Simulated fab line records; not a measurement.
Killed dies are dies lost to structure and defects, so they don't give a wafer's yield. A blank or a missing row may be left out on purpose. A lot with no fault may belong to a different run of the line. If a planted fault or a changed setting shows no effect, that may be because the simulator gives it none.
fab line records -- flow sky130
record: lots: 5, wafers: 12, last-day: 51
route steps=708 shown POLY_CUT@317 SD_P@320 RES_XHIGH@332 SD_N@342 PAD_OPEN@708
lots that met no fault: from a run of the same line without faults
start-h: the number of hours between the record's first day and the start of the first shown wafer of the lot -- wait-h: time in hours since the lot's previous step -- " as in the row above -- L1.1+2: several wafers, shown together as one row -- - either no value or no given start -- * or withheld: withheld -- < > ~ a bound
route shown NAME@n: names a module that has steps shown in the file, with the first one's number in the route -- usual: mean/standard deviation of fault-free wafers -- same: alike in all rows -- chamber/n: place in a boat -- sites: each site's reading -- _std_site: their standard deviation -- _edge_site: inner sites' mean taken away from outer sites' mean -- radius-mm: for every site, how far away it sits from the centre of the wafer -- mask NAME#n: copy n -- behind: the tool/chamber that last shaped the wafer -- hold: the reason the lot was held/the length of the hold in hours/how it ended -- device: transistor that didn't switch, given as n, p or np -- end of line: tests run on the same wafers once the route is complete -- where a step has no rows: the recipe by itself -- killed: dies lost to structure and defects at the first sort, not the wafer's yield -- map: dies across one wafer; x = killed, . = not, _ = none there
set.NAME: the setting that was run; set.NAME@STEP: the one run at that earlier step -- model.NAME: the simulator's own value behind a step, which no gauge read
a table for each step, a row for each wafer; lots at some steps of the route
services: from which hour (start-h, from the record's first day; less than 0 if before it) a tool's chamber was out of use, for how many hours, and why
== steps ==
step: SKY_POLY_CUT_ETCH_10
recipe: chemistry: N2/H2, target: BARC, ion-energy-ev: 200, source-w: 500, bias-w: 100, pressure-mtorr: 30, n2-flow-sccm: 100, h2-flow-sccm: 200, stop-on: SiO2, time-s: 45.9, target-depth-a: 600
step: SKY_POLY_CUT_ETCH_11
recipe: target: Si3N4, chemistry: CF4/CH2F2/Ar, stop-on: poly-Si, source-w: 600, bias-w: 150, pressure-mtorr: 40, cf4-flow-sccm: 40, ch2f2-flow-sccm: 20, Ar_flow_sccm: 150, time-s: 42.5, target-depth-a: 600
step: SKY_POLY_CUT_STRIP_12
recipe: chemistry: O2/N2, power-w: 1400, pressure-mtorr: 1500, platen-temp-c: withheld, o2-flow-sccm: 3000, n2-flow-sccm: 300, overash-fraction: 0.5
step: SKY_SD_P_DEHYDRATE_00
recipe: temp-c: 200, time-s: 60
step: SKY_SD_P_HMDS_01
recipe: prime-time-s: 60, prime-temp-c: 120
step: SKY_SD_P_COAT_02
recipe: resist: NOVOLAK, spin-rpm: 3000, resist-thk-nm: 1140
step: SKY_SD_P_SOFTBAKE_03
recipe: temp-c: 90, time-s: 60, resist: NOVOLAK
step: SKY_SD_P_EXPOSE_04
recipe: mask-id: PSDM, na: 0.6, source-shape: conventional, sigma-outer: 0.6, polarization: unpolarized, target-cd-nm: 380, dose-mj: 138
step: SKY_SD_P_PEB_05
recipe: temp-c: withheld, time-s: *, resist: NOVOLAK
step: SKY_SD_P_DEVELOP_06
recipe: resist: NOVOLAK, developer: TMAH, develop-time-s: 60, dev-temp-c: 23
step: SKY_SD_P_IMPLANT_09
recipe: species: BF2, energy-kev: 20, dose-cm2: 3e+15, tilt-deg: 0
lot.wafer,tool,chamber,start-h,wait-h
L280.2+3+5,implanter-03,0,659.92,0.0
L283.1+6,implanter-03,0,688.80,0.0
L284.4+6,implanter-03,0,697.52,0.1
L287.5+6,implanter-03,0,712.06,0.1
L294.2+4+5,implanter-01,0,799.53,0.0
step: SKY_SD_P_STRIP_10
recipe: chemistry: O2/N2, power-w: 1400, pressure-mtorr: 1500, platen-temp-c: withheld, o2-flow-sccm: 3000, n2-flow-sccm: 300, overash-fraction: 0.5
usual: drypump-motor-current-A: 5.6/0.36, o2-flow-sccm: 3000/9.6, oes-product-au: 0.617/0.0046, strip-time-to-endpoint-s: 17.50/0.041
lot.wafer,tool,chamber,start-h,wait-h,drypump-motor-current-A,o2-flow-sccm,oes-product-au,rf-hours-counter-h,strip-time-to-endpoint-s
L280.2,plasma-asher-01,1,660.05,0.1,6.1,3003,0.623,53,17.51
L280.3,plasma-asher-01,0,660.05,0.1,5.3,2998,0.612,-,17.52
L280.5,plasma-asher-01,0,660.05,0.1,5.3,2999,0.620,-,17.53
L283.1,plasma-asher-04,0,688.95,0.1,5.2,3004,0.625,25,17.12
L283.6,plasma-asher-04,0,688.95,0.1,5.2,2999,0.621,-,17.11
L284.4,plasma-asher-03,1,697.63,0.1,5.6,3001,0.614,-,17.41
L284.6,plasma-asher-03,0,697.63,0.1,5.7,3000,0.626,-,17.14
L287.5,plasma-asher-03,1,712.17,0.1,5.6,3004,0.615,-,17.43
L287.6,plasma-asher-03,0,712.17,0.1,5.7,3007,0.621,-,17.14
L294.2,plasma-asher-03,1,799.65,0.1,5.6,3002,0.614,99,17.46
L294.4,plasma-asher-03,1,799.65,0.1,5.6,2996,0.615,-,17.51
L294.5,plasma-asher-03,1,799.65,0.1,5.6,3004,0.622,-,17.44
step: SKY_RES_XHIGH_DEHYDRATE_00
recipe: temp-c: 200, time-s: 60
step: SKY_RES_XHIGH_HMDS_01
recipe: prime-time-s: 60, prime-temp-c: 120
step: SKY_RES_XHIGH_COAT_02
recipe: resist: NOVOLAK, spin-rpm: 3000, resist-thk-nm: 1140
step: SKY_RES_XHIGH_SOFTBAKE_03
recipe: temp-c: 90, time-s: 60, resist: NOVOLAK
step: SKY_RES_XHIGH_EXPOSE_04
recipe: mask-id: URPM, na: 0.6, source-shape: conventional, sigma-outer: 0.6, polarization: unpolarized, target-cd-nm: 1270, dose-mj: 140
step: SKY_RES_XHIGH_PEB_05
recipe: temp-c: withheld, time-s: *, resist: NOVOLAK
step: SKY_RES_XHIGH_DEVELOP_06
recipe: resist: NOVOLAK, developer: TMAH, develop-time-s: 60, dev-temp-c: 23
step: SKY_RES_XHIGH_IMPLANT_07
recipe: species: BF2, energy-kev: 20, dose-cm2: 3.6e+14, tilt-deg: 0
step: SKY_RES_XHIGH_STRIP_08
recipe: chemistry: O2/N2, power-w: 1400, pressure-mtorr: 1500, platen-temp-c: withheld, o2-flow-sccm: 3000, n2-flow-sccm: 300, overash-fraction: 0.5
step: SKY_SD_N_DEHYDRATE_00
recipe: temp-c: 200, time-s: 60
step: SKY_SD_N_HMDS_01
recipe: prime-time-s: 60, prime-temp-c: 120
step: SKY_SD_N_COAT_02
recipe: resist: NOVOLAK, spin-rpm: 3000, resist-thk-nm: 1140
step: SKY_SD_N_SOFTBAKE_03
recipe: temp-c: 90, time-s: 60, resist: NOVOLAK
step: SKY_SD_N_EXPOSE_04
recipe: mask-id: NSDM, na: 0.6, source-shape: conventional, sigma-outer: 0.6, polarization: unpolarized, target-cd-nm: 380, dose-mj: 141
step: SKY_SD_N_PEB_05
recipe: temp-c: withheld, time-s: *, resist: NOVOLAK
step: SKY_SD_N_DEVELOP_06
recipe: resist: NOVOLAK, developer: TMAH, develop-time-s: 60, dev-temp-c: 23
step: SKY_SD_N_IMPLANT_09
recipe: species: As, energy-kev: 50, dose-cm2: 4e+15, tilt-deg: 0
step: SKY_SD_N_IMPLANT_10
recipe: species: P, energy-kev: 20, dose-cm2: 1e+14, tilt-deg: 0
step: SKY_SD_N_STRIP_11
recipe: chemistry: O2/N2, power-w: 1400, pressure-mtorr: 1500, platen-temp-c: withheld, o2-flow-sccm: 3000, n2-flow-sccm: 300, overash-fraction: 0.5
step: SKY_SD_N_CLEAN_13
recipe: chemistry: SC1/SC2, mix: 1:4:20, temp-c: 70, time-s: 150, dry: n2-spin
step: SKY_SD_N_RTA_14
recipe: temp-c: 1075, time-s: 2, idle-temp-c: 650, ramp-up-c-per-s: 150, ramp-down-c-per-s: 90, ambient: N2
step: SKY_SD_N_RS_MEAS_17
recipe: thk-meas-gauge: four-point-probe
usual: SD_P_RS: 147.0/0.3
lot.wafer,tool,chamber,start-h,wait-h,SD_P_RS[ohm/sq]
L280.2,film-metro-02,-,716.29,0.1,146.8
L280.3,film-metro-02,-,716.29,0.1,146.3
L280.5,film-metro-02,-,716.29,0.1,147.0
L283.1,film-metro-01,-,745.10,0.1,149.9
L283.6,film-metro-01,-,745.10,0.1,149.5
L284.4,film-metro-03,-,754.26,0.1,147.0
L284.6,film-metro-03,-,754.26,0.1,149.9
L287.5,film-metro-02,-,767.03,0.1,147.0
L287.6,film-metro-02,-,767.03,0.1,149.7
L294.2,film-metro-01,-,853.46,0.1,146.6
L294.4,film-metro-01,-,853.46,0.1,147.1
L294.5,film-metro-01,-,853.46,0.1,146.9
step: SKY_PAD_OPEN_PROBE_99
usual: killed_at_M0_to_M3: 43/6.5, killed_at_M4_up: 3.1/1.8, killed-at-contacts: 24/5.6, killed-at-front-end: 15/4.2, killed-at-other: 0.3/0.5, killed-dies: 86/8.9, killed-on-rim: 17/4.3, killed-open: 47/6.9, killed-short: 39/5.9
same: gross-dies: 492, killed-at-back-side: 0
lot.wafer,tool,chamber,start-h,wait-h,killed_at_M0_to_M3,killed_at_M4_up,killed-at-contacts,killed-at-front-end,killed-at-other,killed-dies,killed-on-rim,killed-open,killed-short,model.etest.licon-high-po.rc-ohm,model.etest.res-high-po.line-ohm-um,model.etest.res-pdiff.line-ohm-um,model.etest.pfet_01v8.r-on-ohm-um,model.etest.res-high-po.rs-ohm-sq-range,model.etest.res-high-po.rs-ohm-sq,model.etest.licon-pdiff.rc-ohm,model.etest.res-high-po.rs-ohm-sq-rim-less-centre
L280.2,prober-01,-,1126.09,0.1,37,6,16,15,0,74,17,37,37,356.3,749,1349,2845,6.573,261.9,590.1,-2.091
L280.3,prober-01,-,1126.14,0.2,35,4,21,17,0,77,9,44,33,366.2,791.5,1357,2824,7.644,270.4,609,-3.553
L280.5,prober-01,-,1126.24,0.2,43,4,18,14,1,80,11,45,35,382.5,770.1,1385,2836,4.864,271.4,616.2,-2.097
L283.1,prober-02,-,1145.28,0.1,33,5,24,19,1,82,13,46,36,597,986.8,1502,3050,95.3,345.8,657.2,-42.15
L283.6,prober-02,-,1145.53,0.2,39,2,26,14,0,81,18,46,35,553.7,963.1,1501,2939,76.3,332.1,650.3,-28.02
L284.4,prober-01,-,1148.53,0.2,38,2,33,16,0,89,10,49,40,346,736.6,1401,2988,6.24,263.5,596.9,-2.644
L284.6,prober-01,-,1148.63,0.2,40,3,24,12,0,79,18,52,27,554.9,1006,1514,3016,96.59,345.1,638.4,-51.54
L287.5,prober-02,-,1158.17,0.2,38,3,28,21,1,91,18,42,49,333.9,760.5,1406,2858,13.76,261.6,567.4,7.884
L287.6,prober-02,-,1158.22,0.2,38,2,23,25,0,88,20,48,40,592.4,964.6,1547,3058,100.1,343.2,647,-30.92
L294.2,prober-02,-,1212.08,0.1,44,1,21,23,0,89,18,59,30,359.4,741.6,1352,2888,7.561,263.1,579.3,5.34
L294.4,prober-02,-,1212.18,0.2,41,2,26,17,0,86,17,40,46,356.2,762.9,1411,2958,9.471,267.5,584.5,4.235
L294.5,prober-02,-,1212.23,0.2,44,1,36,15,1,97,18,52,45,334.6,724.2,1384,2947,9.283,258.1,575.5,5.072
killed by level:class
L280.2 VIA1:geometric-particle:open=12 CONTACT:geometric-particle:open=6 FIELD_ISO:geometric-particle:short=5 LI_CONTACT:geometric-particle:open=5 VIA1:geometric-particle:short=5 VIA3:geometric-particle:open=5 METAL4:geometric-particle:short=5 METAL3:geometric-particle:short=4
L280.3 VIA1:geometric-particle:open=8 CONTACT:geometric-particle:open=8 LI_CONTACT:geometric-particle:open=7 VIA1:geometric-particle:short=6 POLY_GATE:geometric-particle:open=5 VIA3:geometric-particle:open=5 METAL2:geometric-particle:short=4 VIA2:geometric-particle:open=4
L280.5 VIA1:geometric-particle:open=11 VIA2:geometric-particle:open=9 FIELD_ISO:geometric-particle:short=8 CONTACT:geometric-particle:open=7 LI_CONTACT:geometric-particle:open=6 METAL3:geometric-particle:short=5 METAL2:geometric-particle:short=4 FIELD_ISO:geometric-particle:open=3
L283.1 VIA1:geometric-particle:open=9 CONTACT:geometric-particle:open=9 METAL2:geometric-particle:short=7 FIELD_ISO:geometric-particle:open=6 VIA3:geometric-particle:open=6 FIELD_ISO:geometric-particle:short=5 LI_CONTACT:geometric-particle:open=5 POLY_GATE:geometric-particle:open=4
L283.6 VIA1:geometric-particle:open=11 CONTACT:geometric-particle:open=9 VIA2:geometric-particle:open=8 CONTACT:geometric-particle:short=6 POLY_GATE:geometric-particle:short=5 LI_CONTACT:geometric-particle:open=4 LOCAL_INTERCONNECT:geometric-particle:short=4 VIA3:geometric-particle:open=4
L284.4 CONTACT:geometric-particle:open=11 LI_CONTACT:geometric-particle:open=9 LOCAL_INTERCONNECT:geometric-particle:short=9 VIA1:geometric-particle:open=7 VIA2:geometric-particle:open=7 VIA3:geometric-particle:short=6 FIELD_ISO:geometric-particle:short=4 POLY_GATE:geometric-particle:open=4
L284.6 CONTACT:geometric-particle:open=13 VIA3:geometric-particle:open=9 VIA1:geometric-particle:open=9 LI_CONTACT:geometric-particle:open=5 VIA2:geometric-particle:open=5 METAL1:geometric-particle:short=4 VIA2:geometric-particle:short=4 FIELD_ISO:geometric-particle:open=3
L287.5 CONTACT:geometric-particle:open=14 VIA1:geometric-particle:open=8 FIELD_ISO:geometric-particle:open=7 METAL1:geometric-particle:short=7 LI_CONTACT:geometric-particle:short=5 CONTACT:geometric-particle:short=5 VIA3:geometric-particle:short=5 METAL2:geometric-particle:short=5
L287.6 CONTACT:geometric-particle:open=13 FIELD_ISO:geometric-particle:short=7 VIA1:geometric-particle:open=7 METAL2:geometric-particle:short=7 FIELD_ISO:geometric-particle:open=6 METAL1:geometric-particle:short=5 POLY_GATE:geometric-particle:short=4 LI_CONTACT:geometric-particle:open=4
L294.2 CONTACT:geometric-particle:open=13 VIA2:geometric-particle:open=8 VIA1:geometric-particle:open=7 VIA3:geometric-particle:open=7 FIELD_ISO:geometric-particle:open=5 FIELD_ISO:geometric-particle:short=5 LI_CONTACT:geometric-particle:open=5 METAL1:geometric-particle:short=4
L294.4 CONTACT:geometric-particle:open=13 POLY_GATE:geometric-particle:short=6 VIA2:geometric-particle:short=6 VIA1:geometric-particle:open=6 VIA3:geometric-particle:open=5 METAL1:geometric-particle:short=5 VIA1:geometric-particle:short=5 VIA2:geometric-particle:open=5
L294.5 CONTACT:geometric-particle:open=12 METAL1:geometric-particle:short=9 METAL2:geometric-particle:short=8 LI_CONTACT:geometric-particle:open=8 CONTACT:geometric-particle:short=8 VIA1:geometric-particle:open=8 POLY_GATE:geometric-particle:short=6 POLY_GATE:geometric-particle:open=6
== services ==
tool,chamber,start-h,hours,kind
plasma-asher-01,-,636.05,6.1,repair
implanter-03,-,648.35,10.5,repair
plasma-asher-04,-,672.66,10.0,pm
plasma-asher-04,-,690.14,21.0,repair
plasma-asher-03,-,690.31,0.4,repair
plasma-asher-01,-,694.85,2.8,pm
implanter-01,-,700.94,17.6,pm
plasma-asher-03,-,761.68,0.8,repair
implanter-01,-,778.44,15.9,pm
== key ==
first-sign: step: SKY_SD_P_STRIP_10, reading: strip-time-to-endpoint-s, direction: down, sigmas: 9, usual: *, struck: *
effect: step: SKY_SD_N_RS_MEAS_17, reading: SD_P_RS, direction: up, sigmas: 9, usual: 147.0, struck: 149.7
model-effect: step: SKY_PAD_OPEN_PROBE_99, value: etest.licon-high-po.rc-ohm, without: 345.4, struck: 574.5
met-at SKY_SD_P_IMPLANT_09
struck-wafers L283.1,L283.6,L284.6,L287.6
tester-left-out L283,L284,L287
onset-between 659.92 688.80
fault: kind: process-parameter-drift, tool: implanter-03, chamber: -, onset-h: 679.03, steps: SKY_SD_P_IMPLANT_09, channel: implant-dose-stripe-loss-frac, offset: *, shape: step, end-h: 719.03, scope: struck-wafers-only
tester-left-out: of these lots the tester's yield and bins aren't shown, on N5 and GAA mostly nor the transistor test; their killed dies are dies lost to structure and defects alone, not to doping, threshold or leakage, so they don't give the yield
